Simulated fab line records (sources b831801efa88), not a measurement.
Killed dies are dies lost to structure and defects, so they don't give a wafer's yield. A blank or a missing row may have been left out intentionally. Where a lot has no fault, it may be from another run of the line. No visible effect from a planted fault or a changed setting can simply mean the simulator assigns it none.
The tool behind it: which one? ; flow sky130 ; 38 wafers from 13 lots sampled at 2 of the route's 708 steps

WHAT EACH GAUGE READ, for each wafer
SKY_CAP2M_THK_MEAS_01. Usual: for CAP2M_CVD_00_THK the level is 15.60 nm and the standard deviation is 0.21.
lot;measured;on;CAP2M_CVD_00_THK (nm);flag
L102;day 39 16:35;film metro-01;15.26 15.59 15.53;
L103;day 39 21:58;film metro-02;15.28 15.26 15.63;
L104;day 40 09:29;film metro-03;15.43 15.79 15.52;
L107;day 41 02:17;film metro-01;15.40 15.20 15.78;
L106;day 41 02:22;film metro-03;15.56 15.26 15.44;
L105;day 41 03:26;film metro-02;15.46 15.69 15.59;
L108;day 41 04:59;film metro-02;15.41 15.73 15.83;
L109;day 42 01:02;film metro-01;15.50 15.43 15.67;
L113;day 42 23:04;film metro-02;15.55 15.92;
L123;day 45 05:32;film metro-01;15.57 15.54 15.89;
L122;day 45 06:23;film metro-01;15.94 15.76 16.06;
L124;day 45 12:43;film metro-01;15.29 15.65 15.57;
L125;day 45 16:17;film metro-01;15.56 15.55 15.85;

TOOL THAT RAN EACH LOT (tool first, then ch and the chambers of the sampled wafers, then the start)
lot;SKY_CAP2M_CVD_00
L102;pecvd-03 ch 0,1,2, day 39 16:33
L103;pecvd-04 ch 1,2, day 39 21:56
L104;pecvd-03 ch 0,1,2, day 40 09:27
L107;pecvd-02 ch 1,2, day 41 02:16
L106;pecvd-04 ch 0,1, day 41 02:21
L105;pecvd-03 ch 0,1, day 41 03:25
L108;pecvd-02 ch 0,1,2, day 41 04:57
L109;pecvd-04 ch 0,1,2, day 42 01:01
L113;pecvd-02 ch 0,2, day 42 23:01
L123;pecvd-04 ch 0,1,2, day 45 05:31
L122;pecvd-02 ch 0,1, day 45 06:21
L124;pecvd-02 ch 0,1, day 45 12:41
L125;pecvd-04 ch 0,1, day 45 16:16
- SKY_CAP2M_CVD_00: deposits SiO2, target thk 15.5 nm.

AS READ BY THE TOOLS THEMSELVES (means over the sampled wafers that have a number; for cases with no such wafer, the mark the record gives instead)
SKY_CAP2M_CVD_00. Usual: heater power w at 701 W, with a standard deviation of 96.
lot;tool;heater power w (W);flag
L102;pecvd-03;673;
L103;pecvd-04;577;
L104;pecvd-03;701;
L107;pecvd-02;722;
L106;pecvd-04;592;
L105;pecvd-03;686;
L108;pecvd-02;725;
L109;pecvd-04;618;
L113;pecvd-02;786;
L123;pecvd-04;669;
L122;pecvd-02;721;
L124;pecvd-02;694;
L125;pecvd-04;700;

THE ANSWER, worked out from the rows above alone
Rule: a lot is off if the mean of its wafers that have a number lies more than 3 standard deviations from the usual mean. A lot without any number at a reading at which 4 lots or more have one is off too. Any other lot the step has rows for is counted as sound. First the gauges in route order, then the tools' own readings, where a lot's mean is used as printed above. The first step at which some lot is off is used, and at that step the reading that is off furthest; a lot without a number counts as furthest.
Nothing can be told from this: no lot is off at any reading shown.

WHAT THE SIMULATOR PUT IN
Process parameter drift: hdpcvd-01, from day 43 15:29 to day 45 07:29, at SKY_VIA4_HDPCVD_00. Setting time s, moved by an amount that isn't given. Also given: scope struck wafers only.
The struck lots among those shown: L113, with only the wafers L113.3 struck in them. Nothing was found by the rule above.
